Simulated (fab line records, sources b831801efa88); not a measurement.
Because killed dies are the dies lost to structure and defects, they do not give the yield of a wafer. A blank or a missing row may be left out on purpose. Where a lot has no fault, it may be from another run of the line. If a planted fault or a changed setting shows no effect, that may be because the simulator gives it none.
fab line records -- flow gf180mcu
record lots=6, wafers=18, lastDay=34
route steps=602 shown M4@460
lots untouched by any fault: they come from a run of this same line in which no faults occurred
startH: hours from the record's first day to the start of the lot's first wafer shown -- waitH: how many hours have passed since the lot's step before this one -- " same as the row above -- L1.1+2: a row that stands for several wafers -- - no value present, or no start provided -- * or withheld: withheld -- < > ~ a bound
route shown NAME@n: a module of which the file shows steps, and the number in the route of the first -- usual: mean and standard deviation over wafers with no fault -- same: alike in all rows -- chamber/n: place in a boat -- sites: per-site readings -- _std_site: standard deviation of those values -- _edge_site: mean of outer sites minus mean of inner sites -- radiusMm: for every site, how far away it sits from the centre of the wafer -- mask NAME#n: copy n -- behind: tool/chamber where the wafer was last shaped -- hold: what put the lot on hold/how long, in hours/how the hold closed -- device: the transistor (n, p or np) that didn't switch -- end of line: tests run on the same wafers once the route is complete -- a step without rows: its recipe alone -- killed: not the wafer's yield, but the dies lost to structure and defects at the first sort -- map: per-die view of a wafer (x killed, . not killed, _ where there is no die)
set.NAME: setting as actually run; set.NAME@STEP: the setting as run at that earlier step -- model.NAME: the simulator's own value behind a step, which no gauge read
certain route steps with their lots: each step a table, each wafer a row
services: from which hour (startH, from the record's first day; less than 0 if before it) a tool's chamber was out of use, for how many hours, and why
## steps
# step GF_M4_SPUTTER_04
# recipe material=TiN, targetThkNm=50, powerW=6500, timeS=41.7, chamberPressurePa=0.4
# usual throttleValvePct=29.7/0.75
# same timeS=41.7
lot.wafer,tool,chamber,startH,waitH,throttleValvePct
L985.4,pvdSputter-02,-,513.25,0.0,30.2
L985.5,pvdSputter-02,-,513.25,0.0,28.7
L985.6,pvdSputter-02,-,513.25,0.0,30.4
L997.1,pvdSputter-01,-,619.21,0.0,29.2
L997.2,pvdSputter-01,-,619.21,0.0,30.3
L997.5,pvdSputter-01,-,619.21,0.0,29.6
L998.2,pvdSputter-02,-,625.49,0.0,29.4
L998.5,pvdSputter-02,-,625.49,0.0,29.0
L998.6,pvdSputter-02,-,625.49,0.0,30.1
L105.1,pvdSputter-03,-,674.46,0.0,29.6
L105.5,pvdSputter-03,-,674.46,0.0,29.8
L105.6,pvdSputter-03,-,674.46,0.0,30.3
L107.2,pvdSputter-03,-,680.79,0.0,29.2
L107.3,pvdSputter-03,-,680.79,0.0,29.8
L107.5,pvdSputter-03,-,680.79,0.0,30.0
L108.1,pvdSputter-01,-,690.94,0.0,29.3
L108.3,pvdSputter-01,-,690.94,0.0,29.5
L108.6,pvdSputter-01,-,690.94,0.0,29.4
# step GF_M4_RS_MEAS_05
# recipe thkMeasGauge=four-point-probe, reads=TiN_of_M4_SPUTTER_04+Ti_of_M4_SPUTTER_03+AlCu_of_M4_SPUTTER_02+TiN_of_M4_SPUTTER_01+Ti_of_M4_SPUTTER_00
# usual M4_ALCU_RS=0.0698/0.0008
lot.wafer,tool,chamber,startH,waitH,M4_ALCU_RS[ohm/sq]
L985.4,filmMetro-02,-,513.35,0.1,0.0698
L985.5,filmMetro-02,-,513.35,0.1,0.0693
L985.6,filmMetro-02,-,513.35,0.1,0.0697
L997.1,filmMetro-04,-,619.25,0.0,0.0706
L997.2,filmMetro-04,-,619.25,0.0,0.0709
L997.5,filmMetro-04,-,619.25,0.0,0.0695
L998.2,filmMetro-04,-,625.55,0.0,0.0712
L998.5,filmMetro-04,-,625.55,0.0,0.0703
L998.6,filmMetro-04,-,625.55,0.0,0.0705
L105.1,filmMetro-04,-,674.50,0.0,0.0705
L105.5,filmMetro-04,-,674.50,0.0,0.0703
L105.6,filmMetro-04,-,674.50,0.0,0.0706
L107.2,filmMetro-02,-,680.85,0.0,0.0700
L107.3,filmMetro-02,-,680.85,0.0,0.0699
L107.5,filmMetro-02,-,680.85,0.0,0.0698
L108.1,filmMetro-03,-,690.98,0.0,0.0698
L108.3,filmMetro-03,-,690.98,0.0,0.0691
L108.6,filmMetro-03,-,690.98,0.0,0.0699
# step GF_M4_THK_MEAS_06
# recipe thkMeasGauge=xrf, reads=AlCu_of_M4_SPUTTER_02
# usual M4_ALCU_THK=456/5.5
lot.wafer,tool,chamber,startH,waitH,M4_ALCU_THK[nm]
L985.4,filmMetro-02,-,513.44,0.1,450
L985.5,filmMetro-02,-,513.44,0.1,456
L985.6,filmMetro-02,-,513.44,0.1,452
L997.1,filmMetro-04,-,619.37,0.1,450
L997.2,filmMetro-04,-,619.37,0.1,446
L997.5,filmMetro-04,-,619.37,0.1,455
L998.2,filmMetro-04,-,625.66,0.1,449
L998.5,filmMetro-04,-,625.66,0.1,456
L998.6,filmMetro-04,-,625.66,0.1,453
L105.1,filmMetro-04,-,674.62,0.1,453
L105.5,filmMetro-04,-,674.62,0.1,453
L105.6,filmMetro-04,-,674.62,0.1,451
L107.2,filmMetro-02,-,680.96,0.1,451
L107.3,filmMetro-02,-,680.96,0.1,452
L107.5,filmMetro-02,-,680.96,0.1,454
L108.1,filmMetro-03,-,691.10,0.1,459
L108.3,filmMetro-03,-,691.10,0.1,462
L108.6,filmMetro-03,-,691.10,0.1,460
# step GF_M4_DEHYDRATE_07
# recipe tempC=200, timeS=60
# step GF_M4_HMDS_08
# recipe primeTimeS=60, primeTempC=120
# step GF_M4_COAT_09
# recipe resist=KrF, spinRpm=withheld, resistThkNm=1000
# step GF_M4_SOFTBAKE_10
# recipe tempC=130, timeS=60, resist=KrF
# step GF_M4_EXPOSE_11
# recipe maskId=Metal4, targetCdNm=280, na=0.68, sourceShape=conventional, sigmaOuter=0.6, doseMj=28
# step GF_M4_PEB_12
# recipe pebTempC=135, pebTimeS=90, resist=KrF
# step GF_M4_DEVELOP_13
# recipe developTimeS=60, devTempC=21
# step GF_M4_CD_MEAS_14
# recipe targetCdNm=280
# usual cdNm=280.0/1.3
lot.wafer,tool,chamber,startH,waitH,cdNm
L985.4,cdSem-02,-,536.17,0.1,279.7
L985.5,cdSem-02,-,536.17,0.1,281.5
L985.6,cdSem-02,-,536.17,0.1,280.3
L997.1,cdSem-01,-,639.27,0.1,280.6
L997.2,cdSem-01,-,639.27,0.1,280.7
L997.5,cdSem-01,-,639.27,0.1,280.6
L998.2,cdSem-02,-,645.38,0.3,279.7
L998.5,cdSem-02,-,645.38,0.3,279.9
L998.6,cdSem-02,-,645.38,0.3,279.1
L105.1,cdSem-02,-,693.02,0.1,280.2
L105.5,cdSem-02,-,693.02,0.1,281.0
L105.6,cdSem-02,-,693.02,0.1,281.1
L107.2,cdSem-01,-,699.19,0.1,278.6
L107.3,cdSem-01,-,699.19,0.1,278.8
L107.5,cdSem-01,-,699.19,0.1,280.1
L108.1,cdSem-02,-,709.27,0.1,281.3
L108.3,cdSem-02,-,709.27,0.1,281.1
L108.6,cdSem-02,-,709.27,0.1,281.4
# step GF_M4_OVL_MEAS_15
# usual M4_OVL=-4/5.9
lot.wafer,tool,chamber,startH,waitH,M4_OVL[nm]
L985.4,overlay-01,-,536.25,0.1,-25
L985.5,overlay-01,-,536.25,0.1,-13
L985.6,overlay-01,-,536.25,0.1,-8
L997.1,overlay-02,-,639.39,0.1,2
L997.2,overlay-02,-,639.39,0.1,5
L997.5,overlay-02,-,639.39,0.1,0
L998.2,overlay-02,-,645.49,0.1,-5
L998.5,overlay-02,-,645.49,0.1,-1
L998.6,overlay-02,-,645.49,0.1,-2
L105.1,overlay-01,-,693.14,0.1,-3
L105.5,overlay-01,-,693.14,0.1,3
L105.6,overlay-01,-,693.14,0.1,2
L107.2,overlay-02,-,699.29,0.1,9
L107.3,overlay-02,-,699.29,0.1,4
L107.5,overlay-02,-,699.29,0.1,2
L108.1,overlay-02,-,709.39,0.1,-8
L108.3,overlay-02,-,709.39,0.1,-9
L108.6,overlay-02,-,709.39,0.1,-11
# step GF_M4_METAL_ETCH_16
# recipe chemistry=Cl2/BCl3, maskMaterial=KrF, targetDepthNm=750.8, stopOn=SiO2, pressureMtorr=8, icpW=800, biasW=140, Cl2_flow_sccm=80, bcl3FlowSccm=40, timeS=125.1
# usual drypumpMotorCurrentA=5.74/0.3, mfcCl2Sccm=80.01/0.25, oesProductAu=0.992/0.0051, throttleValvePct=28.227/0.0091
# same timeS=125.1
lot.wafer,tool,chamber,startH,waitH,drypumpMotorCurrentA,mfcCl2Sccm,oesProductAu,rfHoursCounterH,throttleValvePct,model.KrF_of_M4_COAT_09.thkNm
L985.4,rieMetal-02,0,536.39,0.1,5.41,80.54,0.991,-,28.233,685.7
L985.5,rieMetal-02,0,536.39,0.1,5.41,80.26,0.991,-,28.214,688.2
L985.6,rieMetal-02,0,536.39,0.1,5.44,80.02,0.987,-,28.233,687.7
L997.1,rieMetal-02,1,639.42,0.0,6.01,79.85,0.995,3,28.232,677.4
L997.2,rieMetal-02,0,639.42,0.0,5.39,79.87,0.797,6,28.425,776.5
L997.5,rieMetal-02,1,639.42,0.0,6.02,80.07,0.982,-,28.224,677.6
L998.2,rieMetal-02,1,645.52,0.0,6.01,79.92,0.998,3,28.219,677
L998.5,rieMetal-02,1,645.52,0.0,6.05,80.09,0.993,-,28.225,675.9
L998.6,rieMetal-02,0,645.52,0.0,5.41,80.19,0.788,-,28.430,779.1
L105.1,rieMetal-01,0,693.17,0.0,5.54,80.60,0.988,2,28.232,684.6
L105.5,rieMetal-01,0,693.17,0.0,5.54,80.02,0.993,-,28.215,682.2
L105.6,rieMetal-01,0,693.17,0.0,5.54,80.38,0.992,-,28.223,684
L107.2,rieMetal-02,1,699.32,0.0,6.04,80.00,0.994,6,28.220,681.5
L107.3,rieMetal-02,0,699.32,0.0,5.41,79.80,0.991,-,28.238,689.2
L107.5,rieMetal-02,1,699.32,0.0,6.04,80.20,0.989,-,28.222,679.4
L108.1,rieMetal-04,1,709.42,0.0,5.56,79.58,0.993,15,28.230,685.7
L108.3,rieMetal-04,1,709.42,0.0,5.57,79.92,0.994,-,28.214,687.1
L108.6,rieMetal-04,1,709.42,0.0,5.59,79.83,0.999,-,28.230,686
# step GF_M4_STRIP_17
# recipe chemistry=O2/N2, powerW=1400, pressureMtorr=1500, platenTempC=250, o2FlowSccm=3000, n2FlowSccm=300, overashFraction=0.5
# usual drypumpMotorCurrentA=5.53/0.3, heaterPowerW=322/21, n2FlowSccm=299.8/0.93, oesProductAu=0.537/0.005, stripTimeToEndpointS=7.37/0.043
lot.wafer,tool,chamber,startH,waitH,drypumpMotorCurrentA,heaterPowerW,n2FlowSccm,oesProductAu,rfHoursCounterH,stripTimeToEndpointS
L985.4,plasmaAsher-01,0,536.56,0.1,6.03,316,300.0,0.538,-,7.39
L985.5,plasmaAsher-01,0,536.56,0.1,6.01,314,299.5,0.536,-,7.42
L985.6,plasmaAsher-01,1,536.56,0.1,5.58,306,301.2,0.539,-,7.42
L997.1,plasmaAsher-04,1,639.55,0.1,5.22,329,298.8,0.539,87,7.31
L997.2,plasmaAsher-04,0,639.55,0.1,5.30,308,301.2,0.577,87,8.28
L997.5,plasmaAsher-04,0,639.55,0.1,5.32,313,300.7,0.528,-,7.30
L998.2,plasmaAsher-03,1,645.64,0.1,5.96,379,300.4,0.534,22,7.29
L998.5,plasmaAsher-03,1,645.64,0.1,5.98,373,299.8,0.538,-,7.30
L998.6,plasmaAsher-03,0,645.64,0.1,5.52,301,300.8,0.579,-,8.29
L105.1,plasmaAsher-04,0,693.43,0.2,5.31,316,298.7,0.536,92,7.38
L105.5,plasmaAsher-04,0,693.43,0.2,5.33,311,298.7,0.542,-,7.36
L105.6,plasmaAsher-04,1,693.43,0.2,5.23,327,300.4,0.538,-,7.39
L107.2,plasmaAsher-01,1,699.45,0.1,5.60,308,300.9,0.534,105,7.35
L107.3,plasmaAsher-01,1,699.45,0.1,5.59,304,300.7,0.546,-,7.44
L107.5,plasmaAsher-01,0,699.45,0.1,6.00,324,299.8,0.547,-,7.33
L108.1,plasmaAsher-04,0,709.55,0.1,5.33,314,298.8,0.532,94,7.40
L108.3,plasmaAsher-04,1,709.55,0.1,5.20,326,299.6,0.542,-,7.38
L108.6,plasmaAsher-04,1,709.55,0.1,5.21,318,299.3,0.534,-,7.38
# step GF_M4_STRIP_18
# recipe chemistry=postEtchResidueRemover, timeS=1200, tempC=72.5
## services
tool,chamber,startH,hours,kind
plasmaAsher-01,-,500.93,2.1,repair
rieMetal-02,1,510.08,8.3,repair
rieMetal-02,1,518.52,-,clean
rieMetal-02,1,518.52,24.6,scheduledDown
rieMetal-02,1,518.52,24.6,ventCycle
pvdSputter-02,2,525.29,-,consumableReplace:kit
pvdSputter-02,2,525.29,18.0,scheduledDown
pvdSputter-02,2,525.29,18.0,ventCycle
plasmaAsher-01,-,543.85,2.8,pm
plasmaAsher-04,-,560.38,3.5,repair
pvdSputter-01,2,563.40,-,consumableReplace:kit
pvdSputter-01,2,563.40,18.0,scheduledDown
pvdSputter-01,2,563.40,18.0,ventCycle
pvdSputter-03,1,583.68,-,consumableReplace:kit
pvdSputter-03,1,583.68,18.0,scheduledDown
pvdSputter-03,1,583.68,18.0,ventCycle
pvdSputter-01,-,588.96,2.7,repair
rieMetal-02,0,591.79,14.2,repair
rieMetal-02,1,597.07,7.6,repair
rieMetal-04,-,597.80,15.6,pm
pvdSputter-03,-,607.90,12.7,repair
rieMetal-01,-,665.92,14.6,pm
pvdSputter-03,-,667.61,5.5,repair
rieMetal-01,-,680.52,1.4,pm
## key
firstSign step=GF_M4_METAL_ETCH_16, reading=oesProductAu, direction=down, sigmas=39, usual=0.992, struck=0.793
effect step=GF_M4_METAL_ETCH_16, reading=throttleValvePct, direction=up, sigmas=22, usual=28.227, struck=28.428
effect step=GF_M4_STRIP_17, reading=stripTimeToEndpointS, direction=up, sigmas=21, usual=*, struck=*
modelEffect step=GF_M4_METAL_ETCH_16, value=KrF_of_M4_COAT_09.thkNm, without=685.1, struck=777.8
metAt GF_M4_METAL_ETCH_16
struckWafers L997.2,L998.6
laterRowsLeftOut L997.2,L998.6
sortLeftOut L997.2,L998.6
onsetBetween 536.39 639.42
fault kind=processParameterDrift, tool=rieMetal-02, chamber=0, onsetH=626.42, steps=GF_M4_METAL_ETCH_16, channel=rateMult, offset=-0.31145, shape=step, endH=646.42
# sortLeftOut: the simulated sort isn't trusted on such a fault, so these wafers' sort isn't shown, and their yield isn't known
# laterRowsLeftOut: the simulator's readings of these wafers behind a module that went badly wrong aren't trusted and aren't shown, but for the sort
